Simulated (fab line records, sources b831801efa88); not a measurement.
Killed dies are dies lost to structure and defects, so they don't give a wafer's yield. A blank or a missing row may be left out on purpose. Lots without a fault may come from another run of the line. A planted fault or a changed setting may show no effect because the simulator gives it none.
Chamber matching | flow gf180mcu | GF_V5_CMP_04 on cmp-01: 4 sister chambers
The step polishes SiO2. 7 wafers are shown with their chamber, then 8 later ones without.

WAFERS WITH THEIR CHAMBER
wafer  | chamber | motor_current_A (A) | platen_rpm (rpm)
L364.2 | 2       | 12.6                | 59.99
L372.2 | 0       | 11.2                | 60.00
L372.4 | 1       | 12.2                | 60.03
L373.3 | 3       | 10.5                | 59.99
L373.5 | 1       | 12.9                | 60.00
L373.6 | 0       | 11.5                | 59.99
L383.2 | 3       | 10.9                | 60.04

WAFERS WITHOUT THEIR CHAMBER
wafer  | motor_current_A (A) | platen_rpm (rpm)
L383.3 | 12.3                | 60.05
L383.6 | 12.4                | 60.09
L385.2 | 10.6                | 59.97
L385.3 | 11.3                | 60.03
L385.6 | 12.8                | 59.97
L384.4 | 12.5                | 60.03
L384.5 | 10.5                | 60.02
L384.6 | 11.0                | 59.94

WHICH CHAMBER EACH WENT THROUGH
wafer  | from the rows above          | in truth
L383.3 | can't be placed: 1 or 2 or 0 | 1
L383.6 | can't be placed: 1 or 2 or 0 | 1
L385.2 | can't be placed: 3 or 0      | 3
L385.3 | can't be placed: 0 or 3      | 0
L385.6 | can't be placed: 2 or 1      | 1
L384.4 | can't be placed: 1 or 2      | 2
L384.5 | 3                            | 3
L384.6 | can't be placed: 0 or 3      | 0
Placed correctly: 1 of 8. Can't be placed from these rows: 7 (the true chamber is among the candidates in 7). Placed wrongly: 0.
How it was worked out, from the rows above alone: a wafer's distance from a chamber is the root of the sum, over the readings, of the square of ((its reading less the chamber's mean) divided by the reading's scatter). The wafer belongs to the nearest chamber; if the next one is less than 2 further off, it can't be placed. A chamber's mean is the mean of its shown wafers. The scatter: the root of (the sum of the squares of (reading less its chamber's mean) over the shown wafers, divided by (wafers less chambers)).
